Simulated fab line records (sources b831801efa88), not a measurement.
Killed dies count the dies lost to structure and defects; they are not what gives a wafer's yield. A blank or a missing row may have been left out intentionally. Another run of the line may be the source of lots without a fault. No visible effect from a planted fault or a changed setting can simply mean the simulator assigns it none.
A lot that was struck, set against a sound lot / flow sfq line / 42 out of 325 route steps
Sound: these wafers, L759.4, L759.5, L759.6. Struck: wafers L762.2, L762.6 (left out: L762.1, a lot-mate that was not struck); the cause follows at the end.
For every step that has rows: the tool of each side, followed by ch and its chambers, followed by its first start. Under that, the readings that differ: sound wafers / struck wafers / difference of the means / sigmas: that difference in standard deviations of wafers without a fault.
alike: readings whose means differ by less than 2 such deviations, and words and numbers that are the same on both sides. not compared: withheld readings, readings that some wafer has no value for, bounds like >300 that may hide the same value, and numbers for which the record gives no deviation and whose values overlap.
Wherever a step has rows on one side only, a row that says differs or no value, or a row with sigmas, the two part there. When numbers do not overlap yet have no deviation, they are printed without sigmas and do not part them. A reading missing from all wafers of one side parts the sides only when that side holds two or more wafers.

first, 6 steps without rows for these wafers: SFQ_TRILAYER_M6_LITHO_COAT_164 (resist thk 62 nm); SFQ_TRILAYER_M6_LITHO_COAT_159 (resist thk 600 nm); SFQ_TRILAYER_M6_LITHO_SOFTBAKE_163; SFQ_TRILAYER_M6_LITHO_EXPOSE_160 (exposes mask M6, target cd 500 nm); SFQ_TRILAYER_M6_LITHO_PEB_162 (peb time 60 s); SFQ_TRILAYER_M6_LITHO_DEVELOP_161 (time 60 s).
SFQ_M6_OVL_MEAS_940:
  sound on overlay-01, day 60 13:11; struck on overlay-02, day 61 07:10
  alike: M6_OVL
then, 1 step without rows for these wafers: SFQ_TRILAYER_M6_BARC_OPEN_METAL_ETCH_206 (etches BARC in O2, target depth 125 nm, time 41.7 s).
SFQ_TRILAYER_M6_ETCH_METAL_ETCH_162: etches Nb in Cl2/Ar, stops on SiO2, target depth 240 nm, time 120 s.
  sound on rie metal-04 ch 0,1, day 60 13:18; struck on rie metal-04 ch 0, day 61 07:15
  alike: bias w, drypump motor current A, oes product au
  not compared: rf hours counter h
then, 2 steps without rows for these wafers: SFQ_TRILAYER_M6_STRIP_STRIP_163 (strips in O2); SFQ_TRILAYER_M6_STRIP_SOLV_CLEAN_164 (cleans in NMP, time 600 s).
SFQ_TRILAYER_I6_DEP_PECVD_165: deposits SiO2 from SiH4/N2O, time 111.11 s, target thk 500 nm.
  sound on pecvd-01 ch 0,1,2, day 60 14:11; struck on pecvd-02 ch 0,1, day 61 08:09
  alike: heater power w, showerhead vpp V, throttle valve pct
SFQ_TRILAYER_I6_CMP_CMP_166: polishes SiO2.
  sound on cmp-01 ch 0,2,3, day 60 20:57; struck on cmp-02 ch 1,3, day 61 16:20
reading=time to endpoint s (s); sound=220 222 221; struck=174 182; difference=-43; sigmas=-4
reading=model.SiO2_of_TRILAYER_I6_DEP_PECVD_165.thk nm (nm); sound=202.7 199.8 200.7; struck=250.5 249.5; difference=+48.9; sigmas=
  alike: motor current A
SFQ_I6_BOW_MEAS_941:
  sound on film metro-02, day 60 22:31; struck on film metro-02, day 61 17:50
  alike: I6_BOW
SFQ_TRILAYER_I6_METRO_MEASURE_167:
  sound on film metro-02, day 60 23:10; struck on film metro-02, day 61 17:57
reading=thk nm (nm); sound=202.8 199.9 200.6; struck=250.5 249.6; difference=+49.0; sigmas=+35
then, 6 steps without rows for these wafers: SFQ_TRILAYER_I6_VIA_LITHO_COAT_174 (resist thk 62 nm); SFQ_TRILAYER_I6_VIA_LITHO_COAT_169 (resist thk 650 nm); SFQ_TRILAYER_I6_VIA_LITHO_SOFTBAKE_173; SFQ_TRILAYER_I6_VIA_LITHO_EXPOSE_170 (exposes mask I6, target cd 700 nm); SFQ_TRILAYER_I6_VIA_LITHO_PEB_172 (peb time 60 s); SFQ_TRILAYER_I6_VIA_LITHO_DEVELOP_171 (time 60 s).
-- the record jumps here: 4 days lie between the struck wafers' starts before and after --
SFQ_I6_OVL_MEAS_942:
  sound on overlay-02, day 65 06:45; struck on overlay-02, day 66 03:08
  alike: I6_OVL
SFQ_TRILAYER_I6_VIA_BARC_OPEN_VIA_ETCH_235: etches BARC in O2, target depth 125 nm, time 41.7 s.
  sound on rie diel-02 ch 0,1,2, day 65 06:46; struck on rie diel-04 ch 2, day 66 03:10
  alike: bias w, drypump motor current A, oes product au
  not compared: rf hours counter h
SFQ_TRILAYER_I6_VIA_ETCH_VIA_ETCH_172: etches SiO2 in CHF3, stops on Nb, target depth 260 nm.
  sound on rie diel-02 ch 0,1,2, day 65 06:48; struck on rie diel-04 ch 2, day 66 03:12
reading=oes product au (a.u.); sound=0.857 0.854 0.850; struck=0.969 0.968; difference=+0.115; sigmas=+19
reading=model.etch.depth nm (nm); sound=202.7 199.8 200.7; struck=250.5 249.5; difference=+48.9; sigmas=
reading=model.I6.feature depth nm (nm); sound=202.7 199.8 200.7; struck=250.5 249.5; difference=+48.9; sigmas=
  alike: bias w, drypump motor current A
SFQ_TRILAYER_I6_VIA_STRIP_STRIP_173: strips in O2.
  sound on rie metal-04 ch 0,1, day 65 07:07; struck on rie metal-02 ch 1, day 66 03:19
reading=oes product au (a.u.); sound=1.031 1.025 1.025; struck=0.985 0.991; difference=-0.039; sigmas=-3
  alike: drypump motor current A
  not compared: rf hours counter h
then, 1 step without rows for these wafers: SFQ_TRILAYER_I6_VIA_STRIP_SOLV_CLEAN_174 (cleans in NMP, time 600 s).
SFQ_TRILAYER_M7_DEP_PRE_CLEAN_176: time 22.5 s.
  sound on pvd sputter-05, day 65 07:41; struck on pvd sputter-06, day 66 04:05
reading=model.SiO2_of_TRILAYER_I6_DEP_PECVD_165.thk nm (nm); sound=195.2 192.3 193.2; struck=243 242; difference=+49; sigmas=
then, 1 step without rows for these wafers: SFQ_TRILAYER_M7_DEP_SPUTTER_175 (material Nb, target thk 200 nm, time 133.3 s).
SFQ_M7_RS_MEAS_943: the measuring method here is four-point-probe.
  sound on film metro-02, day 65 07:52; struck on film metro-03, day 66 04:13
  alike: M7_NB_RS
then, 6 steps without rows for these wafers: SFQ_TRILAYER_M7_LITHO_COAT_182 (resist thk 62 nm); SFQ_TRILAYER_M7_LITHO_COAT_177 (resist thk 600 nm); SFQ_TRILAYER_M7_LITHO_SOFTBAKE_181; SFQ_TRILAYER_M7_LITHO_EXPOSE_178 (exposes mask M7, target cd 500 nm); SFQ_TRILAYER_M7_LITHO_PEB_180 (peb time 60 s); SFQ_TRILAYER_M7_LITHO_DEVELOP_179 (time 60 s).
SFQ_M7_OVL_MEAS_945:
  sound on overlay-01, day 66 18:48; struck on overlay-02, day 67 13:11
  alike: M7_OVL
then, 2 steps without rows for these wafers: SFQ_TRILAYER_M7_BARC_OPEN_METAL_ETCH_229 (etches BARC in O2, target depth 125 nm, time 41.7 s); SFQ_TRILAYER_M7_ETCH_METAL_ETCH_180 (etches Nb in Cl2/Ar, stops on SiO2, target depth 240 nm, time 120 s).
SFQ_TRILAYER_M7_STRIP_STRIP_181: strips in O2.
  sound on rie metal-02 ch 0,1, day 66 19:12; struck on rie metal-03 ch 0,1, day 67 13:25
reading=oes product au (a.u.); sound=0.999 1.006 0.988; struck=1.013 1.023; difference=+0.020; sigmas=+2
  alike: drypump motor current A
  not compared: rf hours counter h
then, 2 steps without rows for these wafers: SFQ_TRILAYER_M7_STRIP_SOLV_CLEAN_182 (cleans in NMP, time 600 s); SFQ_TRILAYER_I7_DEP_PECVD_183 (deposits SiO2 from SiH4/N2O, time 111.11 s, target thk 500 nm).
-- the record jumps here: 5 days lie between the struck wafers' starts before and after --
SFQ_M8_BOW_MEAS_951:
  sound on film metro-01, day 71 14:13; struck on film metro-04, day 72 04:34
reading=model.etest.i6.link ohm; sound=1.887 1.889 1.9; struck=1.91 1.919; difference=+0.02; sigmas=
  alike: M8_BOW

## WHERE THEY PART
First at SFQ_TRILAYER_I6_CMP_CMP_166; last, within this record, at SFQ_TRILAYER_M7_STRIP_STRIP_181. Later steps at which nothing parts them and some readings are alike: SFQ_M8_BOW_MEAS_951.

WHY: what the simulator had put in
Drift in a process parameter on cmp-02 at SFQ_TRILAYER_I6_CMP_CMP_166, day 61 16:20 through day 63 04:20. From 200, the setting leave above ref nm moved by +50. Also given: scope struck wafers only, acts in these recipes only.
